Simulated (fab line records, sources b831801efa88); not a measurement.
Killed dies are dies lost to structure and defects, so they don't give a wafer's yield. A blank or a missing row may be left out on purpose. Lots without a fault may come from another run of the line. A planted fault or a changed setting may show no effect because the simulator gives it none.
A struck lot beside a sound one | flow sky130 | 17 steps out of a route of 708
Sound: wafers L483.2, L483.3, L483.4. Struck: wafers L476.3, L476.4. (L476.5 of the same lot was not struck and is left out.) The cause comes at the end.
At each step with rows: each side's tool, then ch and its chambers, then its first start. Under that, the readings that differ: sound wafers | struck wafers | difference of the means | sigmas: that difference in standard deviations of wafers without a fault.
alike: readings whose means differ by less than 2 such deviations, and words and numbers that are the same on both sides. not compared: withheld readings, readings that some wafer has no value for, bounds like >300 that may hide the same value, and numbers for which the record gives no deviation and whose values overlap.
The two part at a step that has a row with sigmas, a row that says differs or no value, or rows on one side only. Numbers that don't overlap but have no deviation are shown without sigmas and don't part them. A reading that every wafer of one side lacks parts them only if that side has two wafers or more.

SKY_LI_CONTACT_CMP_02: polishes PSG.
  sound on cmp-01 ch 0,1,3, day 33 17:04; struck on cmp-01 ch 2,3, day 31 13:35
  alike: motor_current_A, time_to_endpoint_s
SKY_LI_CONTACT_BOW_MEAS_03:
  sound on film_metro-02, day 33 17:23; struck on film_metro-04, day 31 13:56
  alike: LI_CONTACT_BOW
then, 8 steps without rows for these wafers: SKY_LI_CONTACT_DEHYDRATE_04 (time 60 s); SKY_LI_CONTACT_HMDS_05 (prime time 60 s); SKY_LI_CONTACT_COAT_06 (resist thk 60 nm); SKY_LI_CONTACT_COAT_07 (resist thk 450 nm); SKY_LI_CONTACT_SOFTBAKE_08 (time 90 s); SKY_LI_CONTACT_EXPOSE_09 (exposes mask LICM1, target cd 170 nm); SKY_LI_CONTACT_PEB_10; SKY_LI_CONTACT_DEVELOP_11 (develop time 60 s).
SKY_LI_CONTACT_CD_MEAS_12: target cd 170 nm.
  sound on cd_sem-01, day 34 19:31; struck on cd_sem-01, day 32 16:18
  alike: cd_nm
SKY_LI_CONTACT_OVL_MEAS_13:
  sound on overlay-02, day 34 19:38; struck on overlay-01, day 32 16:23
  alike: LI_CONTACT_OVL
SKY_LI_CONTACT_ETCH_14: etches BARC in N2/H2, stops on SiO2, time 45.9 s, target depth 60 nm.
  sound on rie_diel-03 ch 1,2,3, day 34 19:40; struck on rie_diel-04 ch 0,3, day 32 16:25
  reading                                           | sound             | struck      | difference | sigmas
  oes_product_au (a.u.)                             | 0.862 0.859 0.853 | 1.007 1.001 | +0.146     | +28
  run_length_s (s)                                  | 74.4 74.3 74.9    | 39.7 40.4   | -34.5      | -78
  model.etch.depth_nm (nm)                          | 60.11 60.05 60.02 | 19.79 19.58 | -40.38     |
  model.KrF-thick_of_LI_CONTACT_COAT_07.thk_nm (nm) | 395.2 393.1 394.6 | 426.8 426.5 | +32.3      |
  model.LI_CONTACT.cd_nm (nm)                       | 168.4 169 169     | 163.2 164.4 | -5.0       |
  alike: drypump_motor_current_A, throttle_valve_pct
  not compared: rf_hours_counter_h
SKY_LI_CONTACT_ETCH_15: etches PSG in C4F8/O2/Ar, stops on Si, target depth 600 nm.
  sound on rie_diel-03 ch 1,2,3, day 34 19:42; struck on rie_diel-04 ch 0,3, day 32 16:28
  reading                                           | sound             | struck      | difference | sigmas
  model.KrF-thick_of_LI_CONTACT_COAT_07.thk_nm (nm) | 234.1 229.5 233.4 | 266.4 266.8 | +34.3      |
  model.LI_CONTACT.cd_nm (nm)                       | 167.9 168.9 168.7 | 163.2 164.4 | -4.7       |
  alike: oes_product_au
SKY_LI_CONTACT_STRIP_16: strips in O2/N2.
  sound on plasma_asher-03 ch 0,1, day 34 19:47; struck on plasma_asher-01 ch 0,1, day 32 16:34
  reading                      | sound             | struck      | difference | sigmas
  oes_product_au (a.u.)        | 0.384 0.369 0.377 | 0.390 0.394 | +0.015     | +3
  strip_time_to_endpoint_s (s) | 3.531 3.487 3.519 | 3.857 3.866 | +0.349     | +12
  alike: drypump_motor_current_A
  not compared: rf_hours_counter_h
then, 1 step without rows for these wafers: SKY_LI_CONTACT_CLEAN_17 (cleans in NMP, time 600 s).
-- the record jumps here: 16 days lie between the struck wafers' starts before and after (it left off in module LI_CONTACT and takes up again in module PAD_OPEN, whose first step shown is number 708 of the route) --
SKY_PAD_OPEN_PROBE_99:
  sound on prober-02, day 49 21:35; struck on prober-01, day 48 09:02
  reading                                 | sound             | struck      | difference | sigmas
  model.etest.licon_pdiff.rc_ohm          | 603.3 581.7 583.3 | 739 714     | +137       |
  model.etest.pfet_01v8.r_on_ohm_um       | 2968 2888 2894    | 3075 3081   | +161       |
  model.etest.pfet_g5v0d10v5.r_on_ohm_um  | 4791 4702 4795    | 4934 4884   | +146       |
  model.etest.nfet_g5v0d10v5.r_on_ohm_um  | 1902 1872 1893    | 1987 1983   | +96        |
  model.etest.licon_high_po.rc_ohm        | 349.2 360.5 341.5 | 426.4 404.9 | +65.2      |
  model.etest.nfet_01v8.r_on_ohm_um       | 858.2 838.5 819.6 | 908 906.8   | +69        |
  model.etest.licon_ndiff.rc_ohm          | 188.1 182.4 179.1 | 233.6 240   | +53.6      |
  model.etest.sonos_uncharged.r_on_ohm_um | 816.9 803 801.9   | 861.1 869   | +57.8      |
  alike: killed_at_M0_to_M3, killed_at_M4_up, killed_at_contacts, killed_at_front_end, killed_at_other, killed_dies, killed_open, killed_short

WHERE THEY PART
First at SKY_LI_CONTACT_ETCH_14; last, within this record, at SKY_LI_CONTACT_STRIP_16. Later steps at which nothing parts them and some readings are alike: SKY_PAD_OPEN_PROBE_99.

WHY: what the simulator had put in
Process parameter drift: rie_diel-04, from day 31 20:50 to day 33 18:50, at SKY_LI_CONTACT_ETCH_14. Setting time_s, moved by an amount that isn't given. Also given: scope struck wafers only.
